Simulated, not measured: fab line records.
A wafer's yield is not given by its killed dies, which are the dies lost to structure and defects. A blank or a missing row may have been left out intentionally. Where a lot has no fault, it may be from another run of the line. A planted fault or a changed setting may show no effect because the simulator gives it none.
2 desks, one fault	flow gf180mcu	each desk holds nothing but its own numbers, with what lay behind them at the end

THE TOOL OWNER'S DESK: plasma_asher-01
The tool's own readings at GF_DUAL_GATE_STRIP_13 (strips in O2/N2): means of the sampled wafers that have a number, for each lot that ran on this tool. The brackets show how far a lot's mean lies from the usual mean; more than 4 standard deviations puts the lot out of limits, marked OUT.
Columns: A = drypump_motor_current_A at GF_DUAL_GATE_STRIP_13, usual 5.9 A; B = heater_power_w at GF_DUAL_GATE_STRIP_13, usual 326 W; C = o2_flow_sccm at GF_DUAL_GATE_STRIP_13, usual 3001 sccm; D = oes_product_au at GF_DUAL_GATE_STRIP_13, usual 0.717 a.u.; E = platen_temp_c at GF_DUAL_GATE_STRIP_13, usual 250.00 C; F = strip_time_to_endpoint_s at GF_DUAL_GATE_STRIP_13, usual 12.65 s
lot	first seen here	A	B	C	D	E	F
L944	day 9 02:20	5.5	364	3014	0.715	249.99	12.69
L954	day 12 01:46	6.2	324	2997	0.710	249.86	12.71
L955	day 12 07:48	6.2	331	2991	0.711	249.80	12.77
Result from this desk: across the 3 lots, nothing is out of limits.

AT THE METROLOGY DESK
What the gauges read for every lot (on any tool): the sampled wafers with a number, averaged. The brackets show how far a lot's mean lies from the usual mean; more than 4 standard deviations puts the lot out of limits, marked OUT.
Columns: A = DUAL_GATE_OXIDATION_00_THK at GF_DUAL_GATE_THK_MEAS_03, usual 10.89 nm; B = DUAL_GATE_OVL at GF_DUAL_GATE_OVL_MEAS_11, usual 0.1 nm; C = POLY_GATE_CVD_00_THK at GF_POLY_GATE_THK_MEAS_01, usual 201.5 nm; D = cd_nm at GF_POLY_GATE_CD_MEAS_10, usual 279.9 nm; E = POLY_GATE_OVL at GF_POLY_GATE_OVL_MEAS_11, usual 5 nm
lot	first seen here	A	B	C	D	E
L944	day 8 10:35	10.89	0.6	198.2	278.3	9
L948	day 9 12:20	10.69	-1.6	199.2	280.2	1
L954	day 11 06:54	10.98	1.8	201.8	272.8 (-7.1) OUT	2
L955	day 11 12:58	10.87	1.5	202.1	273.5 (-6.4) OUT	1
L961	day 13 11:03	10.47	-1.4	202.8	281.2	-1
L962	day 13 12:29	10.67	-1.2	200.3	279.5	8
This desk's finding: out of limits on L954, L955; first on L954, day 13 00:36 (cd_nm at GF_POLY_GATE_CD_MEAS_10). In limits: L944, L948, L961, L962.

PUT TOGETHER
At day 13 00:36 the metrology desk could have sounded an alarm, on L954, L955.
The tool owner's desk saw nothing out of limits.
The tool owner's desk has L954, L955 on record, within its limits.
All the named lots went through GF_DUAL_GATE_STRIP_13 on plasma_asher-01.

WHAT THE SIMULATOR HAD PUT IN
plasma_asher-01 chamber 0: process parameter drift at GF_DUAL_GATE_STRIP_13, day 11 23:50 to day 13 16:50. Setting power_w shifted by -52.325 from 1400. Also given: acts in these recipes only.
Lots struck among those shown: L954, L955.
Per desk, hours elapsed from the start of the fault to the first reading out of limits: for the metrology desk, 25.
